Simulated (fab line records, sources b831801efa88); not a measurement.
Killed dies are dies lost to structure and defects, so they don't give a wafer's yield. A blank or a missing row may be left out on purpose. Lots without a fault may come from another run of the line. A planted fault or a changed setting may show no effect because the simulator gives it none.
Which tool did it? | flow gf180mcu | 12 lots, 36 wafers sampled, at 5 steps of a route of 602

WHAT THE GAUGES READ, wafer by wafer
GF_HV_LDD_CD_MEAS_31: target cd 400 nm. Usual: cd_nm 404.2 nm, standard deviation 2.6.
lot  | measured     | on        | cd_nm (nm)        | flag
L159 | day 12 00:21 | cd_sem-01 | 407.8 407.9 407.2 |
L162 | day 13 07:59 | cd_sem-02 | 408.4 404.0 405.7 |
L164 | day 13 22:59 | cd_sem-01 | 401.7 402.1 404.1 |
L167 | day 14 20:07 | cd_sem-02 | 403.6 406.1 403.5 |
L168 | day 15 04:54 | cd_sem-02 | 404.1 400.7 401.1 |
L169 | day 15 10:25 | cd_sem-01 | 401.6 399.0 400.9 |
L173 | day 16 15:53 | cd_sem-01 | 400.9 401.6 402.6 |
L175 | day 17 13:18 | cd_sem-01 | 408.4 407.9 410.3 |
L177 | day 18 01:18 | cd_sem-01 | 409.5 408.4 406.0 |
L178 | day 18 08:42 | cd_sem-01 | 402.2 403.9 399.3 |
L179 | day 18 14:07 | cd_sem-01 | 404.1 403.9 406.3 |
L180 | day 19 10:24 | cd_sem-01 | 409.1 406.7 406.5 |

GF_HV_LDD_TW_MEAS_38. Usual: HV_LDD_3_TW 1434, standard deviation 9.7.
lot  | measured     | on            | HV_LDD_3_TW                   | flag
L159 | day 12 01:12 | film_metro-03 | 1438 1434 1429                |
L162 | day 13 08:49 | film_metro-04 | 1426 1424 1427                |
L164 | day 13 23:50 | film_metro-04 | 1426 1426 1441                |
L167 | day 14 20:58 | film_metro-03 | 1430 1435 1438                |
L168 | day 15 05:45 | film_metro-04 | 1433 1439 1438                |
L169 | day 15 11:37 | film_metro-04 | 1546 1548 1541 1544 1543 1542 | OFF
L173 | day 16 16:44 | film_metro-01 | 1419 1411 1406                |
L175 | day 17 14:29 | film_metro-03 | 1555 1553 1549 1562 1552 1555 | OFF
L177 | day 18 02:10 | film_metro-04 | 1427 1425 1419                |
L178 | day 18 09:33 | film_metro-03 | 1445 1445 1444                |
L179 | day 18 15:00 | film_metro-03 | 1445 1450 1447                |
L180 | day 19 11:16 | film_metro-01 | 1422 1427 1422                |

GF_HV_LDD_RS_MEAS_53: measures by four-point-probe. Usual: HV_LDD_RS 418.1 ohm/sq, standard deviation 0.99.
lot  | measured     | on            | HV_LDD_RS (ohm/sq)                  | flag
L159 | day 12 21:44 | film_metro-03 | 417.5 418.1 417.3                   |
L162 | day 14 05:05 | film_metro-04 | 418.5 417.4 417.0                   |
L164 | day 14 20:44 | film_metro-01 | 416.4 417.4 417.7                   |
L167 | day 15 19:22 | film_metro-04 | 418.7 419.1 418.0                   |
L168 | day 16 04:02 | film_metro-01 | 420.1 418.7 419.0                   |
L169 | day 16 10:20 | film_metro-04 | 400.0 397.6 398.5 399.1 398.0 399.2 | OFF
L173 | day 17 15:05 | film_metro-01 | 417.5 418.9 419.3                   |
L175 | day 18 13:29 | film_metro-01 | 398.5 398.5 397.9 397.6 397.7 397.9 | OFF
L177 | day 19 01:47 | film_metro-03 | 416.3 417.1 417.0                   |
L178 | day 19 08:47 | film_metro-04 | 417.7 418.3 418.3                   |
L179 | day 19 14:55 | film_metro-03 | 418.6 419.9 419.0                   |
L180 | day 20 11:59 | film_metro-04 | 419.0 420.6 420.3                   |

WHICH TOOL RAN EACH LOT (tool, then ch and the chambers of the sampled wafers, then the start)
lot  | GF_POLY_GATE_STRIP_14                | GF_HV_LDD_IMPLANT_33
L159 | plasma_asher-03 ch 0,1, day 9 15:59  | implanter-03 ch 0, day 12 00:30
L162 | plasma_asher-01 ch 0,1, day 10 18:15 | implanter-04 ch 0, day 13 08:09
L164 | plasma_asher-04 ch 0,1, day 11 09:08 | implanter-03 ch 0, day 13 23:10
L167 | plasma_asher-01 ch 1, day 12 05:40   | implanter-03 ch 0, day 14 20:17
L168 | plasma_asher-04 ch 0, day 12 12:04   | implanter-03 ch 0, day 15 05:03
L169 | plasma_asher-01 ch 0,1, day 12 17:13 | implanter-03 ch 0, day 15 10:34
L173 | plasma_asher-04 ch 0,1, day 13 19:52 | implanter-04 ch 0, day 16 16:02
L175 | plasma_asher-01 ch 0,1, day 14 16:19 | implanter-03 ch 0, day 17 13:28
L177 | plasma_asher-04 ch 0,1, day 15 04:59 | implanter-02 ch 0, day 18 01:28
L178 | plasma_asher-04 ch 0,1, day 15 13:19 | implanter-03 ch 0, day 18 08:51
L179 | plasma_asher-01 ch 1, day 15 17:29   | implanter-03 ch 0, day 18 14:17
L180 | plasma_asher-03 ch 0,1, day 16 08:04 | implanter-04 ch 0, day 19 10:34
- GF_POLY_GATE_STRIP_14: strips in O2/N2.
- GF_HV_LDD_IMPLANT_33

WHAT THE TOOLS THEMSELVES READ (means of the sampled wafers that have a number; where no wafer has one, the mark that the record gives instead)
GF_POLY_GATE_STRIP_14. Usual: drypump_motor_current_A 5.5 A, standard deviation 0.54; heater_power_w 346 W, standard deviation 58; o2_flow_sccm 3000 sccm, standard deviation 8.3; oes_product_au 0.504 a.u., standard deviation 0.0047.
lot  | tool            | drypump_motor_current_A (A) | heater_power_w (W) | o2_flow_sccm (sccm) | oes_product_au (a.u.) | flag
L159 | plasma_asher-03 | 5.1                         | 409                | 3005                | 0.503                 |
L162 | plasma_asher-01 | 5.6                         | 326                | 3013                | 0.501                 |
L164 | plasma_asher-04 | 5.3                         | 346                | 2998                | 0.505                 |
L167 | plasma_asher-01 | 5.6                         | 307                | 3000                | 0.505                 |
L168 | plasma_asher-04 | 4.8                         | 345                | 2998                | 0.504                 |
L169 | plasma_asher-01 | 5.6                         | 316                | 3006                | 0.506                 |
L173 | plasma_asher-04 | 5.8                         | 350                | 2993                | 0.506                 |
L175 | plasma_asher-01 | 5.6                         | 319                | 3006                | 0.506                 |
L177 | plasma_asher-04 | 5.3                         | 348                | 2997                | 0.504                 |
L178 | plasma_asher-04 | 5.8                         | 353                | 2995                | 0.505                 |
L179 | plasma_asher-01 | 5.5                         | 313                | 2993                | 0.505                 |
L180 | plasma_asher-03 | 5.4                         | 341                | 2998                | 0.505                 |

THE ANSWER, worked out from the rows above alone
Rule: a lot is off if the mean of its wafers that have a number lies more than 3 standard deviations from the usual mean. A lot without any number at a reading at which 4 lots or more have one is off too. The other lots that the step has rows for count as sound. The gauges are gone through in route order, then the tools' own readings, and for those a lot's mean is taken as printed above. The first step at which some lot is off is used, and at that step the reading that is off furthest; a lot without a number counts as furthest.
Off: L169, L175, at GF_HV_LDD_TW_MEAS_38 (HV_LDD_3_TW).
A tool fits if, at a process step before that reading, it ran every lot that is off, and no sound lot after the first of them. The gauges at GF_HV_LDD_TW_MEAS_38 are tried like those tools. None of those tried fits.

WHAT THE SIMULATOR HAD PUT IN
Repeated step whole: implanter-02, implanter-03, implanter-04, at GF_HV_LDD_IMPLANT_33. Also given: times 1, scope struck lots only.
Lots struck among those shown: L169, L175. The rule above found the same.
